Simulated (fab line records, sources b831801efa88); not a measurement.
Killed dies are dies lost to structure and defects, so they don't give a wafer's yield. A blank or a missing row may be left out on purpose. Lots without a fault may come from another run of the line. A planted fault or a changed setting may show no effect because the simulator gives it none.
Which tool did it? | flow gf180mcu | 11 lots, 33 wafers sampled, at 5 steps of a route of 602

WHAT THE GAUGES READ, wafer by wafer
GF_STI_BOW_MEAS_00. Usual: INCOMING_BOW 0 um, standard deviation 6.2.
lot  | measured    | on            | INCOMING_BOW (um) | flag
L392 | day 1 20:01 | film_metro-02 | 9 3 -12           |
L395 | day 2 11:00 | film_metro-02 | -2 1 -2           |
L397 | day 2 21:00 | film_metro-01 | 4 2 -7            |
L398 | day 3 02:00 | film_metro-02 | -3 10 2           |
L400 | day 3 12:01 | film_metro-03 | 9 11 -1           |
L401 | day 3 17:01 | film_metro-01 | 1 1 -10           |
L406 | day 4 18:00 | film_metro-01 | -8 12 3           |
L407 | day 4 23:01 | film_metro-03 | -3 -3 -3          |
L411 | day 5 19:00 | film_metro-03 | 4 6 -2            |
L412 | day 6 00:00 | film_metro-02 | -9 -5 -5          |
L413 | day 6 05:00 | film_metro-03 | 4 0 7             |

GF_LVPWELL_TW_MEAS_11. Usual: LVPWELL_TW 558, standard deviation 3.9.
lot  | measured    | on            | LVPWELL_TW  | flag
L392 | day 4 07:03 | film_metro-04 | 562 560 565 |
L395 | day 5 01:26 | film_metro-04 | 561 562 560 |
L397 | day 5 11:44 | film_metro-02 | 556 556 558 |
L398 | day 5 17:11 | film_metro-01 | 559 558 558 |
L400 | day 6 03:31 | film_metro-04 | 562 564 559 |
L401 | day 6 11:22 | film_metro-04 | 562 562 562 |
L406 | day 7 13:37 | film_metro-02 | 557 556 557 |
L407 | day 7 21:06 | film_metro-04 | 669 670 667 | OFF
L411 | day 8 19:08 | film_metro-02 | 659 654 657 | OFF
L412 | day 9 00:59 | film_metro-04 | 560 559 557 |
L413 | day 9 05:50 | film_metro-04 | 559 557 556 |

GF_VT_IMPLANT_RS_MEAS_48: measures by four-point-probe. Usual: LVPWELL_RS 1197 ohm/sq, standard deviation 3.
lot  | measured     | on            | LVPWELL_RS (ohm/sq) | flag
L392 | day 8 00:56  | film_metro-02 | 1201 1198 1196      |
L395 | day 8 22:10  | film_metro-01 | 1194 1198 1199      |
L397 | day 9 10:27  | film_metro-02 | 1200 1205 1197      |
L398 | day 9 16:23  | film_metro-02 | 1196 1199 1201      |
L400 | day 10 05:49 | film_metro-02 | 1198 1194 1194      |
L401 | day 10 14:14 | film_metro-01 | 1195 1200 1198      |
L406 | day 12 00:34 | film_metro-02 | 1198 1197 1197      |
L407 | day 12 09:31 | film_metro-01 | 852 852 852         | OFF
L411 | day 13 08:53 | film_metro-01 | 853 855 853         | OFF
L412 | day 13 17:28 | film_metro-01 | 1195 1196 1202      |
L413 | day 13 22:28 | film_metro-04 | 1196 1195 1195      |

WHICH TOOL RAN EACH LOT (tool, then ch and the chambers of the sampled wafers, then the start)
lot  | GF_LVPWELL_IMPLANT_08          | GF_LVPWELL_STRIP_10
L392 | implanter-04 ch 0, day 4 06:40 | plasma_asher-04 ch 0,1, day 4 06:56
L395 | implanter-04 ch 0, day 5 01:02 | plasma_asher-01 ch 0,1, day 5 01:20
L397 | implanter-04 ch 0, day 5 11:20 | plasma_asher-04 ch 0,1, day 5 11:38
L398 | implanter-03 ch 0, day 5 16:41 | plasma_asher-03 ch 0,1, day 5 16:59
L400 | implanter-04 ch 0, day 6 03:08 | plasma_asher-01 ch 0,1, day 6 03:25
L401 | implanter-03 ch 0, day 6 10:59 | plasma_asher-03 ch 0,1, day 6 11:16
L406 | implanter-02 ch 0, day 7 13:13 | plasma_asher-01 ch 0,1, day 7 13:31
L407 | implanter-04 ch 0, day 7 20:43 | plasma_asher-03 ch 0,1, day 7 20:59
L411 | implanter-04 ch 0, day 8 18:44 | plasma_asher-03 ch 0,1, day 8 19:02
L412 | implanter-03 ch 0, day 9 00:35 | plasma_asher-03 ch 1, day 9 00:53
L413 | implanter-03 ch 0, day 9 05:26 | plasma_asher-03 ch 0, day 9 05:44
- GF_LVPWELL_IMPLANT_08
- GF_LVPWELL_STRIP_10: strips in O2/N2.

WHAT THE TOOLS THEMSELVES READ (means of the sampled wafers that have a number; where no wafer has one, the mark that the record gives instead)
GF_LVPWELL_IMPLANT_08. Usual: dose_ions_cm2 1.4999e+13, standard deviation 1.6e+10; faraday_current_uA 84.7, standard deviation 1.7.
lot  | tool         | dose_ions_cm2 | faraday_current_uA | flag
L392 | implanter-04 | 1.4993e+13    | 85.0               |
L395 | implanter-04 | 1.4982e+13    | 84.7               |
L397 | implanter-04 | 1.4999e+13    | 85.2               |
L398 | implanter-03 | 1.5000e+13    | 85.9               |
L400 | implanter-04 | 1.5003e+13    | 85.4               |
L401 | implanter-03 | 1.5002e+13    | 85.2               |
L406 | implanter-02 | 1.4996e+13    | 85.5               |
L407 | implanter-04 | 2.9149e+13    | 166.5              | OFF
L411 | implanter-04 | 2.9149e+13    | 164.3              | OFF
L412 | implanter-03 | 1.4994e+13    | 84.3               |
L413 | implanter-03 | 1.5007e+13    | 84.2               |

GF_LVPWELL_STRIP_10. Usual: drypump_motor_current_A 6.17 A, standard deviation 0.27; heater_power_w 313 W, standard deviation 46; oes_product_au 0.722 a.u., standard deviation 0.0043; platen_temp_c 250.00 C, standard deviation 0.18; strip_time_to_endpoint_s 36.95 s, standard deviation 0.095.
lot  | tool            | drypump_motor_current_A (A) | heater_power_w (W) | oes_product_au (a.u.) | platen_temp_c (C) | strip_time_to_endpoint_s (s) | flag
L392 | plasma_asher-04 | 5.81                        | 373                | 0.719                 | 250.11            | 37.12                        |
L395 | plasma_asher-01 | 6.10                        | 297                | 0.721                 | 250.10            | 37.08                        |
L397 | plasma_asher-04 | 5.82                        | 374                | 0.728                 | 250.04            | 37.02                        |
L398 | plasma_asher-03 | 6.48                        | 293                | 0.721                 | 250.03            | 36.96                        |
L400 | plasma_asher-01 | 6.11                        | 294                | 0.725                 | 249.92            | 36.91                        |
L401 | plasma_asher-03 | 6.45                        | 296                | 0.721                 | 249.99            | 36.92                        |
L406 | plasma_asher-01 | 6.11                        | 297                | 0.726                 | 250.08            | 36.94                        |
L407 | plasma_asher-03 | 6.57                        | 294                | 0.724                 | 250.16            | 36.87                        |
L411 | plasma_asher-03 | 6.54                        | 295                | 0.722                 | 249.90            | 36.99                        |
L412 | plasma_asher-03 | 6.61                        | 300                | 0.725                 | 249.94            | 37.05                        |
L413 | plasma_asher-03 | 6.42                        | 291                | 0.718                 | 249.93            | 37.00                        |

THE ANSWER, worked out from the rows above alone
Rule: a lot is off if the mean of its wafers that have a number lies more than 3 standard deviations from the usual mean. A lot without any number at a reading at which 4 lots or more have one is off too. The other lots that the step has rows for count as sound. The gauges are gone through in route order, then the tools' own readings, and for those a lot's mean is taken as printed above. The first step at which some lot is off is used, and at that step the reading that is off furthest; a lot without a number counts as furthest.
Off: L407, L411, at GF_LVPWELL_TW_MEAS_11 (LVPWELL_TW).
A tool fits if, at a process step before that reading, it ran every lot that is off, and no sound lot after the first of them. The gauges at GF_LVPWELL_TW_MEAS_11 aren't tried: what is off there is off at GF_VT_IMPLANT_RS_MEAS_48 too, on other tools, and a gauge's error can't cause that. One fits: implanter-04 at GF_LVPWELL_IMPLANT_08. Its last sound lot is L400 (day 6 03:08), its first lot that is off L407 (day 7 20:43): a fault that began between those two fits.
The tool's own readings at GF_LVPWELL_IMPLANT_08 bear it out: on the lots that are off they differ by more than 5 times the standard deviation of the sound lots' means. dose_ions_cm2 reads 2.9149e+13 there against 1.4997e+13 on the sound lots; faraday_current_uA reads 165.4 there against 85.0 on the sound lots.

WHAT THE SIMULATOR HAD PUT IN
Process parameter drift: implanter-04, from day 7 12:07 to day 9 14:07, at GF_LVPWELL_IMPLANT_08. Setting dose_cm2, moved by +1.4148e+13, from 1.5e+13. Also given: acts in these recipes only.
Lots struck among those shown: L407, L411. The rule above found the same.
